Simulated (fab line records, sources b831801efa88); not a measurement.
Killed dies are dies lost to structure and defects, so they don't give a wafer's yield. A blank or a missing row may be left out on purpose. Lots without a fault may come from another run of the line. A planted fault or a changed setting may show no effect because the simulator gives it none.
Chamber matching | flow gf180mcu | GF_SAB_ETCH_11 on rie_diel-02: 4 sister chambers
The step etches SiO2 in C4F8/O2/Ar, target depth 55 nm, time 8.5 s. 18 wafers are shown with their chamber, then 9 later ones without.

WAFERS WITH THEIR CHAMBER
wafer  | chamber | oes_product_au (a.u.) | chamber_pressure_mTorr (mTorr)
L075.2 | 3       | 0.997                 | 40.04
L075.3 | 0       | 1.008                 | 40.07
L075.6 | 1       | 0.989                 | 40.00
L080.1 | 0       | 1.007                 | 40.02
L080.2 | 1       | 1.007                 | 40.07
L080.6 | 1       | 0.988                 | 39.97
L082.2 | 3       | 1.000                 | 40.00
L082.4 | 2       | 1.002                 | 40.02
L082.6 | 0       | 1.009                 | 40.00
L084.1 | 2       | 1.003                 | 40.02
L084.2 | 3       | 1.013                 | 39.97
L084.6 | 2       | 1.002                 | 39.97
L085.3 | 3       | 1.001                 | 40.09
L085.5 | 0       | 1.010                 | 39.99
L085.6 | 3       | 1.002                 | 39.96
L087.1 | 3       | 0.993                 | 40.01
L087.4 | 2       | 0.996                 | 39.99
L087.6 | 0       | 0.996                 | 40.01

SIGNATURES (means of the wafers above)
reading                | chamber 0 | chamber 1 | chamber 2 | chamber 3 | scatter within a chamber
oes_product_au         | 1.00600   | 0.99467   | 1.00075   | 1.00100   | 0.00663
chamber_pressure_mTorr | 40.0180   | 40.0133   | 40.0000   | 40.0117   | 0.04
Rule: a wafer's distance from a chamber is the root of the sum, over the readings, of the square of ((its reading less the chamber's mean) divided by the reading's scatter). The wafer belongs to the nearest chamber; if the next one is less than 2 further off, it can't be placed. The scatter: the root of (the sum of the squares of (reading less its chamber's mean) over the shown wafers, divided by (wafers less chambers)).

WAFERS WITHOUT THEIR CHAMBER
wafer  | oes_product_au (a.u.) | chamber_pressure_mTorr (mTorr)
L091.1 | 0.999                 | 39.95
L091.2 | 0.999                 | 40.01
L091.3 | 0.986                 | 40.01
L095.1 | 1.005                 | 39.94
L095.2 | 1.007                 | 39.94
L095.4 | 1.010                 | 40.01
L097.2 | 0.991                 | 40.08
L097.3 | 0.989                 | 39.99
L097.4 | 1.000                 | 40.02

WHICH CHAMBER EACH WENT THROUGH
wafer  | from the rows above               | in truth
L091.1 | can't be placed: 2 or 3 or 1 or 0 | 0
L091.2 | can't be placed: 3 or 2 or 1 or 0 | 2
L091.3 | can't be placed: 1 or 2 or 3 or 0 | 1
L095.1 | can't be placed: 2 or 3 or 0 or 1 | 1
L095.2 | can't be placed: 2 or 0 or 3 or 1 | 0
L095.4 | can't be placed: 0 or 3 or 2 or 1 | 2
L097.2 | can't be placed: 1 or 3 or 2 or 0 | 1
L097.3 | can't be placed: 1 or 2 or 3 or 0 | 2
L097.4 | can't be placed: 3 or 2 or 1 or 0 | 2
Placed correctly: 0 of 9. Can't be placed from these rows: 9 (the true chamber is among the candidates in 9). Placed wrongly: 0.
